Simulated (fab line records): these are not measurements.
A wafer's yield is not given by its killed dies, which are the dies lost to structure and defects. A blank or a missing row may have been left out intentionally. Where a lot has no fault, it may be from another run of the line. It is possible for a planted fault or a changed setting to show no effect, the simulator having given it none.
One fault seen from 2 desks || flow gf180mcu || only its own numbers are on each desk; what lay behind them is given at the end

== FOR THE TOOL OWNER'S DESK: iline-stepper-02 ==
The tool's own readings at GF_MVSD_EXPOSE_04 (exposes mask MVSD, target cd 1000 nm): means of the sampled wafers that have a number, for each lot that ran on this tool. The brackets show how far a lot's mean lies from the usual mean; more than 4 standard deviations puts the lot out of limits, marked OUT.
Columns: A = exposure-dose-mJ-cm2 at GF_MVSD_EXPOSE_04, usual 260.05; B = focus-offset-nm at GF_MVSD_EXPOSE_04, usual 0.0 nm; C = stage-vel-mm-s at GF_MVSD_EXPOSE_04, usual 499.93 mm/s
{"lot": "L170", "first seen here": "day 4 05:40", "A": 260.06, "B": -0.1, "C": 499.82}
{"lot": "L172", "first seen here": "day 4 13:55", "A": 260.14, "B": -0.3, "C": 499.74}
{"lot": "L173", "first seen here": "day 4 20:17", "A": 259.84, "B": -0.0, "C": 500.20}
{"lot": "L174", "first seen here": "day 5 01:25", "A": 259.96, "B": 0.6, "C": 499.63}
{"lot": "L178", "first seen here": "day 6 00:59", "A": 259.68, "B": 0.3, "C": 499.87}
{"lot": "L180", "first seen here": "day 6 11:59", "A": 260.01, "B": 0.0, "C": 500.03}
{"lot": "L191", "first seen here": "day 9 03:58", "A": "254.48 (-22) OUT", "B": 0.1, "C": 499.64}
{"lot": "L192", "first seen here": "day 9 12:38", "A": "254.48 (-22) OUT", "B": -0.6, "C": 499.97}
This desk finds L191, L192 out of limits, L191 being first, at day 9 03:58 (exposure-dose-mJ-cm2 at GF_MVSD_EXPOSE_04). In limits: L170, L172, L173, L174, L178, L180.

== THE METROLOGY DESK ==
What the gauges read for every lot (on any tool): the sampled wafers with a number, averaged. The brackets show how far a lot's mean lies from the usual mean; more than 4 standard deviations puts the lot out of limits, marked OUT.
Columns: A = CONTACT_OVL at GF_CONTACT_OVL_MEAS_15, usual 2 nm; B = V1_W_THK at GF_V1_THK_MEAS_25, usual 336 nm
{"lot": "L170", "first seen here": "day 16 08:55", "A": -4, "B": 328}
{"lot": "L172", "first seen here": "day 16 17:20", "A": 5, "B": 328}
{"lot": "L173", "first seen here": "day 17 12:24", "A": 1, "B": 340}
{"lot": "L174", "first seen here": "day 18 00:25", "A": 10, "B": 334}
{"lot": "L178", "first seen here": "day 19 09:16", "A": 10, "B": 341}
{"lot": "L180", "first seen here": "day 20 03:52", "A": 7, "B": 331}
{"lot": "L181", "first seen here": "day 20 11:43", "A": 8, "B": 338}
{"lot": "L182", "first seen here": "day 20 15:44", "A": -1, "B": 346}
{"lot": "L183", "first seen here": "day 21 00:52", "A": 2, "B": 343}
{"lot": "L185", "first seen here": "day 21 17:13", "A": 2, "B": 337}
{"lot": "L187", "first seen here": "day 22 11:04", "A": 2, "B": 329}
{"lot": "L191", "first seen here": "day 23 11:06", "A": 4, "B": 341}
{"lot": "L192", "first seen here": "day 23 21:31", "A": 5, "B": 335}
{"lot": "L193", "first seen here": "day 24 04:58", "A": -7, "B": 341}
Result from this desk: across the 14 lots, nothing is out of limits.

== ALL TOGETHER ==
At day 9 03:58, on L191, L192, the tool owner's desk was in a position to raise an alarm.
The metrology desk saw nothing out of limits.
The metrology desk has L191, L192 on record, within its limits.
Every lot named ran GF_MVSD_EXPOSE_04 on iline-stepper-02.

== WHAT HAD BEEN PUT IN BY THE SIMULATOR ==
Drift in process parameters on iline-stepper-02 at GF_MVSD_EXPOSE_04, starting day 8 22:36. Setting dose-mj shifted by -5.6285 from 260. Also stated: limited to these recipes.
Lots struck among those shown: L191, L192.
Hours from the fault's start to each desk's first reading out of limits: the tool owner's desk, 5.
